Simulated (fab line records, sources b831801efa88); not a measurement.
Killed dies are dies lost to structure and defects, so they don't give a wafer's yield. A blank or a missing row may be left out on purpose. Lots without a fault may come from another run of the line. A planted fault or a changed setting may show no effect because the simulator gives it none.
Tool commonality check | flow gf180mcu | 14 lots, 42 wafers sampled

WHY IT WAS OPENED
At GF_STI_THK_MEAS_30 the reading STI_OXIDATION_02_THK is flagged on 3 of 14 lots. Wafers without a fault read 10.06 nm, standard deviation 0.17.
Rule: a lot is flagged when every wafer of it that has a number lies more than 4 standard deviations from that mean, or none has a number. The other lots count as sound.

lot  | measured    | on            | STI_OXIDATION_02_THK (nm), wafer by wafer | flag
L116 | day 2 10:52 | film_metro-02 | 9.92 9.99 10.07                           |
L117 | day 2 17:17 | film_metro-02 | 9.81 10.01 9.84                           |
L120 | day 3 10:16 | film_metro-04 | 9.85 9.80 9.91                            |
L121 | day 3 12:41 | film_metro-02 | 10.04 9.94 10.01                          |
L122 | day 3 18:47 | film_metro-03 | 10.06 9.87 9.89                           |
L124 | day 4 06:45 | film_metro-03 | 10.29 10.20 10.34                         |
L129 | day 5 07:27 | film_metro-03 | 10.28 10.26 10.36                         |
L130 | day 5 13:56 | film_metro-03 | 16.56 16.23 16.69                         | FLAGGED
L131 | day 5 21:08 | film_metro-04 | 16.30 16.31 16.26                         | FLAGGED
L132 | day 6 01:08 | film_metro-02 | 16.30 16.17 16.21                         | FLAGGED
L133 | day 6 03:19 | film_metro-04 | 10.27 9.98 10.21                          |
L134 | day 6 06:56 | film_metro-03 | 9.92 10.08 9.70                           |
L136 | day 6 19:01 | film_metro-02 | 10.30 10.34 10.31                         |
L137 | day 6 22:37 | film_metro-04 | 10.07 10.19 10.18                         |
The numbers of the flagged lots are 16.34 nm on average: +6.28 nm against the usual, or +37 standard deviations.

WHICH TOOL RAN EACH LOT
The record holds 1 process step before the reading, out of a route of 602 steps. In each cell: the tool, then ch and the chambers that the sampled wafers went through, then the start.
lot  | flag    | GF_STI_OXIDATION_29
L116 |         | furnace-02 ch 0, day 2 09:28
L117 |         | furnace-01 ch 0, day 2 15:52
L120 |         | furnace-02 ch 0, day 3 08:52
L121 |         | furnace-01 ch 0, day 3 11:16
L122 |         | furnace-01 ch 0, day 3 17:22
L124 |         | furnace-01 ch 0, day 4 05:20
L129 |         | furnace-01 ch 0, day 5 06:03
L130 | FLAGGED | furnace-02 ch 0, day 5 10:58 and furnace-01 ch 0, day 5 12:31
L131 | FLAGGED | furnace-01 ch 0, day 5 16:40
L132 | FLAGGED | furnace-01 ch 0, day 5 21:15 and furnace-02 ch 0, day 5 23:44
L133 |         | furnace-02 ch 0, day 6 01:55
L134 |         | furnace-01 ch 0, day 6 05:32
L136 |         | furnace-02 ch 0, day 6 17:38
L137 |         | furnace-02 ch 0, day 6 21:13
What these steps do:
- GF_STI_OXIDATION_29: stabilise 600 s, purge 300 s, target thk 10 nm.
- GF_STI_THK_MEAS_30

FLAGGED OVER TOTAL, TOOL BY TOOL (the gauges that took the reading come last)
step                | tool          | lots run | flagged | share of the flagged lots | sound lots run after its first flagged lot
GF_STI_OXIDATION_29 | furnace-01    | 9        | 3       | all                       | 1 (L134)
GF_STI_OXIDATION_29 | furnace-02    | 7        | 2       | some                      | 3 (L133,L136,L137)
GF_STI_THK_MEAS_30  | film_metro-02 | 5        | 1       | some                      | 1 (L136)
GF_STI_THK_MEAS_30  | film_metro-03 | 5        | 1       | some                      | 1 (L134)
GF_STI_THK_MEAS_30  | film_metro-04 | 4        | 1       | some                      | 2 (L133,L137)

WHAT THE TABLE ALLOWS
1 row of the table ran every flagged lot: furnace-01 at GF_STI_OXIDATION_29.
- furnace-01 at GF_STI_OXIDATION_29: 3 of its 9 lots flagged. Sound lots ran on it after the first flagged one (L134), which a lasting fault on the whole tool wouldn't allow.
No row of the table ran every flagged lot and no sound lot after the first.

WHAT THE SIMULATOR HAD PUT IN
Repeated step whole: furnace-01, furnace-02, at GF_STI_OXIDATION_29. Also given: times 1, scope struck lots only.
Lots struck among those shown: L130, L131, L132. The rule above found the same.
